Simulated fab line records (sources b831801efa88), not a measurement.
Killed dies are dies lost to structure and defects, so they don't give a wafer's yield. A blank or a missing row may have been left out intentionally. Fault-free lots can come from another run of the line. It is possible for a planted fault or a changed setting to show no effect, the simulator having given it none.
fab line records	flow gf180mcu
record: lots: 15	wafers: 45	last_day: 34
route steps=602 shown HV_LDD@196
lots that met no fault: from a run of the same line without faults
start_h: hours from the record's opening day to when the first of the lot's shown wafers began	wait_h: how many hours have passed since the lot's step before this one	" unchanged from the row above	L1.1+2: one row covering several wafers at once	- no value present, or no start provided	* or withheld: withheld	< > ~ a bound
route shown NAME@n: names a module that has steps shown in the file, with the first one's number in the route	usual: mean/standard deviation taken from wafers without a fault	same: alike in all rows	chamber/n: place in a boat	sites: each site's reading	_std_site: their standard deviation	_edge_site: mean of outer sites minus mean of inner sites	radius_mm: for every site, how far away it sits from the centre of the wafer	mask NAME#n: copy n	behind: tool/chamber where the wafer was last shaped	hold: what put the lot on hold/how long, in hours/how the hold closed	device: the n, p or np transistor that did not switch	end of line: tests of these same wafers at the route's end	a step given without rows: its recipe and nothing more	killed: not the wafer's yield, but the dies lost to structure and defects at the first sort	map: a wafer's dies, marking killed ones x, the rest . and places with no die _
set.NAME: setting as actually run; set.NAME@STEP: the setting as run at that earlier step	model.NAME: the simulator's own value behind a step, which no gauge read
a sample of lots followed through the steps of the route, with each step as a table and each wafer as a row
services: when a tool's chamber went out of use (start_h, in hours from the record's first day, below 0 if earlier), for how many hours, and the reason
== steps ==
step: GF_HV_LDD_OVL_MEAS_20
usual: HV_LDD_01_OVL: -0.4/1.3
lot.wafer	tool	chamber	start_h	wait_h	HV_LDD_01_OVL[nm]
L387.1	overlay-02	-	239.18	0.1	2.2
L387.2	"	-	"	"	0.4
L387.6	"	-	"	"	1.3
L388.1	overlay-02	-	250.56	0.1	-2.1
L388.2	"	-	"	"	0.6
L388.4	"	-	"	"	-1.1
L391.2	overlay-02	-	273.27	0.1	0.2
L391.4	"	-	"	"	-0.9
L391.5	"	-	"	"	1.3
L393.1	overlay-02	-	287.92	0.1	-0.7
L393.2	"	-	"	"	-2.0
L393.3	"	-	"	"	-0.6
L392.1	overlay-01	-	288.22	0.1	-0.7
L392.4	"	-	"	"	-0.7
L392.6	"	-	"	"	-2.4
L394.2	overlay-01	-	297.48	0.1	0.5
L394.4	"	-	"	"	1.2
L394.5	"	-	"	"	-0.7
L395.2	overlay-01	-	302.63	0.1	-0.2
L395.3	"	-	"	"	-1.2
L395.4	"	-	"	"	-0.2
L396.1	overlay-02	-	314.17	0.1	-0.4
L396.2	"	-	"	"	-3.5
L396.4	"	-	"	"	-2.2
L397.2	overlay-01	-	318.23	0.1	-0.5
L397.3	"	-	"	"	-1.0
L397.5	"	-	"	"	-1.3
L403.2	overlay-01	-	361.91	0.1	0.4
L403.3	"	-	"	"	-1.3
L403.6	"	-	"	"	-0.6
L404.2	overlay-02	-	368.41	0.1	1.1
L404.5	"	-	"	"	-2.1
L404.6	"	-	"	"	-0.1
L405.2	overlay-01	-	377.86	0.1	-0.8
L405.3	"	-	"	"	-0.6
L405.4	"	-	"	"	0.2
L407.1	overlay-01	-	398.27	0.1	0.3
L407.5	"	-	"	"	2.1
L407.6	"	-	"	"	2.3
L408.2	overlay-01	-	404.01	0.1	0.8
L408.3	"	-	"	"	0.4
L408.5	"	-	"	"	-0.1
L409.1	overlay-01	-	408.86	0.1	0.8
L409.5	"	-	"	"	-1.8
L409.6	"	-	"	"	-1.6
step: GF_HV_LDD_STRIP_22
recipe: chemistry: O2/N2	power_w: 1400	pressure_mtorr: 1500	platen_temp_c: 250	o2_flow_sccm: 3000	n2_flow_sccm: 300	overash_fraction: 0.5
usual: drypump_motor_current_A: 6.28/0.2	heater_power_w: 354/29	oes_product_au: 0.716/0.0042	strip_time_to_endpoint_s: 12.64/0.039
lot.wafer	tool	chamber	start_h	wait_h	drypump_motor_current_A	heater_power_w	oes_product_au	rf_hours_counter_h	strip_time_to_endpoint_s
L387.1	plasma_asher-03	1	239.36	0.1	6.25	299	0.711	12	12.60
L387.2	"	0	"	"	5.94	366	0.716	12	12.67
L387.6	"	1	"	"	6.25	300	0.724	-	12.62
L388.1	plasma_asher-01	1	250.75	0.1	6.53	385	0.713	61	12.63
L388.2	"	0	"	"	6.55	354	0.723	61	12.67
L388.4	"	0	"	"	6.54	347	0.722	-	12.67
L391.2	plasma_asher-04	0	273.45	0.1	6.30	354	0.714	49	12.68
L391.4	"	0	"	"	6.29	371	0.713	-	12.65
L391.5	"	1	"	"	6.32	382	0.713	-	12.62
L393.1	plasma_asher-01	1	288.11	0.1	6.51	369	0.721	65	12.69
L393.2	"	0	"	"	6.52	343	0.708	65	12.63
L393.3	"	0	"	"	6.55	363	0.724	-	12.64
L392.1	plasma_asher-04	1	288.41	0.1	6.32	393	0.712	51	12.63
L392.4	"	0	"	"	6.26	361	0.714	-	12.63
L392.6	"	0	"	"	6.30	360	0.724	-	12.60
L394.2	plasma_asher-03	0	297.66	0.1	5.93	369	0.721	19	12.65
L394.4	"	1	"	"	6.26	294	0.719	-	12.65
L394.5	"	1	"	"	6.29	298	0.720	-	12.61
L395.2	plasma_asher-03	0	302.81	0.1	5.95	369	0.713	19	12.73
L395.3	"	0	"	"	5.96	366	0.719	-	12.67
L395.4	"	1	"	"	6.22	297	0.715	-	12.74
L396.1	plasma_asher-03	1	314.36	0.1	6.27	297	0.715	20	12.67
L396.2	"	0	"	"	5.93	357	0.710	20	12.68
L396.4	"	0	"	"	5.93	359	0.712	-	12.70
L397.2	plasma_asher-03	0	318.41	0.1	5.91	347	0.712	21	12.68
L397.3	"	0	"	"	5.97	376	0.708	-	12.65
L397.5	"	0	"	"	5.95	372	0.716	-	12.65
L403.2	plasma_asher-03	0	362.09	0.1	5.94	357	0.715	25	12.65
L403.3	"	1	"	"	6.26	298	0.715	-	12.68
L403.6	"	0	"	"	5.94	368	0.714	-	12.67
L404.2	plasma_asher-03	0	368.59	0.1	5.93	365	0.724	26	12.59
L404.5	"	0	"	"	5.93	370	0.709	-	12.61
L404.6	"	1	"	"	6.24	299	0.717	-	12.58
L405.2	plasma_asher-04	0	378.04	0.1	6.26	366	0.715	59	12.58
L405.3	"	0	"	"	6.24	356	0.715	-	12.65
L405.4	"	1	"	"	6.33	377	0.714	-	12.61
L407.1	plasma_asher-04	0	398.46	0.1	6.30	364	0.721	61	12.63
L407.5	"	0	"	"	6.26	362	0.711	-	12.59
L407.6	"	1	"	"	6.34	380	0.724	-	12.59
L408.2	plasma_asher-01	1	404.19	0.1	6.53	381	0.715	77	12.58
L408.3	"	1	"	"	6.52	372	0.720	-	12.59
L408.5	"	0	"	"	6.54	346	0.713	-	12.58
L409.1	plasma_asher-04	1	409.04	0.1	6.30	381	0.715	62	12.67
L409.5	"	1	"	"	6.32	384	0.711	-	12.68
L409.6	"	0	"	"	6.27	368	0.716	-	12.64
step: GF_HV_LDD_IMPLANT_34
recipe: species: P	energy_kev: 60	dose_cm2: 7.5e+12	tilt_deg: 30	rotation_deg: 90
usual: beam_energy_keV: 60.000/0.019	beam_on_s: 10.00/0.2
lot.wafer	tool	chamber	start_h	wait_h	beam_energy_keV	beam_on_s
L387.1	implanter-04	0	257.66	0.1	60.018	9.87
L387.2	"	0	"	"	60.013	10.03
L387.6	"	0	"	"	60.038	10.27
L388.1	implanter-03	0	269.50	0.1	60.013	10.12
L388.2	"	0	"	"	60.006	9.75
L388.4	"	0	"	"	59.968	10.12
L391.2	implanter-04	0	292.97	0.1	60.011	9.98
L391.4	"	0	"	"	60.023	10.24
L391.5	"	0	"	"	59.996	10.00
L393.1	implanter-04	0	308.59	0.1	60.042	9.85
L393.2	"	0	"	"	59.999	10.10
L393.3	"	0	"	"	60.001	9.81
L392.1	implanter-02	0	308.81	0.1	59.988	10.08
L392.4	"	0	"	"	60.018	9.99
L392.6	"	0	"	"	60.026	10.33
L394.2	implanter-03	-	318.32	0.1	-	-
L394.4	"	-	"	"	-	-
L394.5	"	-	"	"	-	-
L395.2	implanter-03	-	323.73	0.1	-	-
L395.3	"	-	"	"	-	-
L395.4	"	-	"	"	-	-
L396.1	implanter-04	-	335.11	0.1	-	-
L396.2	"	-	"	"	-	-
L396.4	"	-	"	"	-	-
L397.2	implanter-02	0	340.02	0.1	59.998	9.97
L397.3	"	0	"	"	59.984	10.32
L397.5	"	0	"	"	60.009	10.21
L403.2	implanter-03	0	384.47	0.1	59.977	10.12
L403.3	"	0	"	"	59.975	9.69
L403.6	"	0	"	"	59.970	9.98
L404.2	implanter-02	0	391.62	0.1	60.003	9.68
L404.5	"	0	"	"	60.039	10.11
L404.6	"	0	"	"	59.981	10.06
L405.2	implanter-04	0	401.32	0.1	59.990	10.44
L405.3	"	0	"	"	60.019	9.84
L405.4	"	0	"	"	60.007	9.97
L407.1	implanter-04	0	421.76	0.1	59.972	9.97
L407.5	"	0	"	"	60.010	9.95
L407.6	"	0	"	"	59.978	10.12
L408.2	implanter-02	0	428.42	0.1	59.998	10.14
L408.3	"	0	"	"	60.020	10.13
L408.5	"	0	"	"	60.028	10.19
L409.1	implanter-04	0	433.61	0.1	60.012	10.01
L409.5	"	0	"	"	60.000	9.76
L409.6	"	0	"	"	60.003	9.86
step: GF_HV_LDD_TW_MEAS_38
usual: HV_LDD_3_TW: 1432/13
lot.wafer	tool	chamber	start_h	wait_h	HV_LDD_3_TW
L387.1	film_metro-02	-	258.21	0.1	1449
L387.2	"	-	"	"	1449
L387.6	"	-	"	"	1445
L388.1	film_metro-03	-	270.05	0.1	1438
L388.2	"	-	"	"	1437
L388.4	"	-	"	"	1428
L391.2	film_metro-04	-	293.51	0.1	1418
L391.4	"	-	"	"	1421
L391.5	"	-	"	"	1420
L393.1	film_metro-04	-	309.14	0.1	1417
L393.2	"	-	"	"	1424
L393.3	"	-	"	"	1428
L392.1	film_metro-04	-	309.36	0.1	1425
L392.4	"	-	"	"	1422
L392.6	"	-	"	"	1423
L394.2	film_metro-04	-	318.85	0.1	1296
L394.4	"	-	"	"	1304
L394.5	"	-	"	"	1298
L395.2	film_metro-04	-	324.27	0.1	1299
L395.3	"	-	"	"	1300
L395.4	"	-	"	"	1295
L396.1	film_metro-02	-	335.66	0.1	1316
L396.2	"	-	"	"	1322
L396.4	"	-	"	"	1319
L397.2	film_metro-04	-	340.55	0.1	1412
L397.3	"	-	"	"	1428
L397.5	"	-	"	"	1427
L403.2	film_metro-04	-	385.00	0.1	1410
L403.3	"	-	"	"	1409
L403.6	"	-	"	"	1409
L404.2	film_metro-02	-	392.15	0.1	1435
L404.5	"	-	"	"	1435
L404.6	"	-	"	"	1430
L405.2	film_metro-04	-	401.85	0.1	1408
L405.3	"	-	"	"	1409
L405.4	"	-	"	"	1417
L407.1	film_metro-02	-	422.31	0.1	1439
L407.5	"	-	"	"	1439
L407.6	"	-	"	"	1435
L408.2	film_metro-02	-	428.95	0.1	1438
L408.3	"	-	"	"	1434
L408.5	"	-	"	"	1438
L409.1	film_metro-03	-	434.16	0.1	1446
L409.5	"	-	"	"	1442
L409.6	"	-	"	"	1439
step: GF_HV_LDD_OVL_MEAS_47
usual: HV_LDD_03_OVL: -0.9/1.5
lot.wafer	tool	chamber	start_h	wait_h	HV_LDD_03_OVL[nm]
L387.1	overlay-02	-	277.56	0.1	-2.5
L387.2	"	-	"	"	-0.5
L387.6	"	-	"	"	-3.0
L388.1	overlay-02	-	289.26	0.1	1.1
L388.2	"	-	"	"	-0.5
L388.4	"	-	"	"	-1.5
L391.2	overlay-02	-	313.66	0.1	-1.1
L391.4	"	-	"	"	-1.7
L391.5	"	-	"	"	-1.2
L393.1	overlay-02	-	330.02	0.1	-2.1
L393.2	"	-	"	"	1.5
L393.3	"	-	"	"	-1.5
L392.1	overlay-01	-	330.32	0.1	0.9
L392.4	"	-	"	"	-0.5
L392.6	"	-	"	"	2.0
L394.2	overlay-02	-	340.11	0.1	-2.2
L394.4	"	-	"	"	-1.5
L394.5	"	-	"	"	-0.3
L395.2	overlay-02	-	345.71	0.1	-2.9
L395.3	"	-	"	"	-0.1
L395.4	"	-	"	"	0.0
L396.1	overlay-01	-	357.35	0.1	-1.7
L396.2	"	-	"	"	0.4
L396.4	"	-	"	"	-2.0
L397.2	overlay-02	-	362.43	0.1	-2.1
L397.3	"	-	"	"	-0.6
L397.5	"	-	"	"	-1.1
L403.2	overlay-01	-	407.73	0.1	0.2
L403.3	"	-	"	"	-0.7
L403.6	"	-	"	"	-2.1
L404.2	overlay-02	-	415.58	0.1	0.3
L404.5	"	-	"	"	1.3
L404.6	"	-	"	"	2.7
L405.2	overlay-01	-	424.48	0.1	-1.0
L405.3	"	-	"	"	-2.5
L405.4	"	-	"	"	-2.3
L407.1	overlay-01	-	447.12	0.1	-0.6
L407.5	"	-	"	"	-2.5
L407.6	"	-	"	"	-1.4
L408.2	overlay-01	-	453.51	0.1	1.3
L408.3	"	-	"	"	1.3
L408.5	"	-	"	"	-2.3
L409.1	overlay-01	-	458.31	0.1	-1.0
L409.5	"	-	"	"	-3.0
L409.6	"	-	"	"	-0.2
step: GF_HV_LDD_RS_MEAS_53
recipe: thk_meas_gauge: four-point-probe
usual: HV_LDD_RS: 418.2/0.86
lot.wafer	tool	chamber	start_h	wait_h	HV_LDD_RS[ohm/sq]
L387.1	film_metro-02	-	278.02	0.1	419.0
L387.2	"	-	"	"	418.1
L387.6	"	-	"	"	417.9
L388.1	film_metro-02	-	289.72	0.1	416.2
L388.2	"	-	"	"	418.2
L388.4	"	-	"	"	416.7
L391.2	film_metro-04	-	314.14	0.1	420.1
L391.4	"	-	"	"	418.6
L391.5	"	-	"	"	419.6
L393.1	film_metro-03	-	330.49	0.1	418.6
L393.2	"	-	"	"	419.8
L393.3	"	-	"	"	419.6
L392.1	film_metro-02	-	330.79	0.1	416.5
L392.4	"	-	"	"	416.9
L392.6	"	-	"	"	418.2
L394.2	film_metro-02	-	340.60	0.1	439.0
L394.4	"	-	"	"	439.3
L394.5	"	-	"	"	439.1
L395.2	film_metro-02	-	346.19	0.1	439.4
L395.3	"	-	"	"	438.9
L395.4	"	-	"	"	439.4
L396.1	film_metro-02	-	357.83	0.1	439.2
L396.2	"	-	"	"	439.9
L396.4	"	-	"	"	439.4
L397.2	film_metro-04	-	362.91	0.1	417.7
L397.3	"	-	"	"	418.4
L397.5	"	-	"	"	417.0
L403.2	film_metro-04	-	408.20	0.1	419.1
L403.3	"	-	"	"	420.0
L403.6	"	-	"	"	419.3
L404.2	film_metro-02	-	416.05	0.1	418.8
L404.5	"	-	"	"	418.2
L404.6	"	-	"	"	417.9
L405.2	film_metro-03	-	424.95	0.1	418.0
L405.3	"	-	"	"	418.2
L405.4	"	-	"	"	417.7
L407.1	film_metro-03	-	447.58	0.1	418.0
L407.5	"	-	"	"	417.6
L407.6	"	-	"	"	417.2
L408.2	film_metro-04	-	453.99	0.1	417.1
L408.3	"	-	"	"	418.2
L408.5	"	-	"	"	417.1
L409.1	film_metro-03	-	458.77	0.1	418.2
L409.5	"	-	"	"	417.7
L409.6	"	-	"	"	418.7
== services ==
tool	chamber	start_h	hours	kind
implanter-04	-	224.56	3.3	repair
plasma_asher-01	-	228.96	2.2	repair
implanter-03	-	255.84	2.6	repair
implanter-02	-	294.13	1.4	repair
implanter-03	-	335.62	12.5	pm
plasma_asher-04	-	340.79	1.7	repair
plasma_asher-04	-	362.87	13.9	repair
implanter-04	-	368.23	4.0	repair
implanter-03	-	369.37	4.6	pm
implanter-04	-	377.68	7.2	pm
plasma_asher-03	-	381.61	0.5	repair
implanter-03	-	398.17	1.9	repair
== key ==
first_sign: step: GF_HV_LDD_IMPLANT_34	reading: tool_record	direction: missing
effect: step: GF_HV_LDD_TW_MEAS_38	reading: HV_LDD_3_TW	direction: down	sigmas: 9.9	usual: 1432	struck: 1305
effect: step: GF_HV_LDD_RS_MEAS_53	reading: HV_LDD_RS	direction: up	sigmas: 24	usual: 418.2	struck: 439.3
met_at GF_HV_LDD_IMPLANT_34
struck_lots L394,L395,L396
later_rows_left_out L394.2,L394.4,L394.5,L395.2,L395.3,L395.4,L396.1,L396.2,L396.4
sort_left_out L394.2,L394.4,L394.5,L395.2,L395.3,L395.4,L396.1,L396.2,L396.4
tester_left_out L394,L395,L396
not_acting_at GF_HV_LDD_OVL_MEAS_20,GF_HV_LDD_STRIP_22,GF_HV_LDD_OVL_MEAS_47
onset_between 308.59 318.32
fault: kind: skipped_step_whole	tool: implanter-03,implanter-04	chamber: -	onset_h: 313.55	steps: GF_HV_LDD_IMPLANT_34	scope: struck_lots_only
tester_left_out: of these lots the tester's yield and bins aren't shown, on N5 and GAA mostly nor the transistor test; their killed dies are dies lost to structure and defects alone, not to doping, threshold or leakage, so they don't give the yield
sort_left_out: the simulated sort isn't trusted on such a fault, so these wafers' sort isn't shown, and their yield isn't known
later_rows_left_out: the simulator's readings of these wafers behind a module that went badly wrong aren't trusted and aren't shown, but for the sort
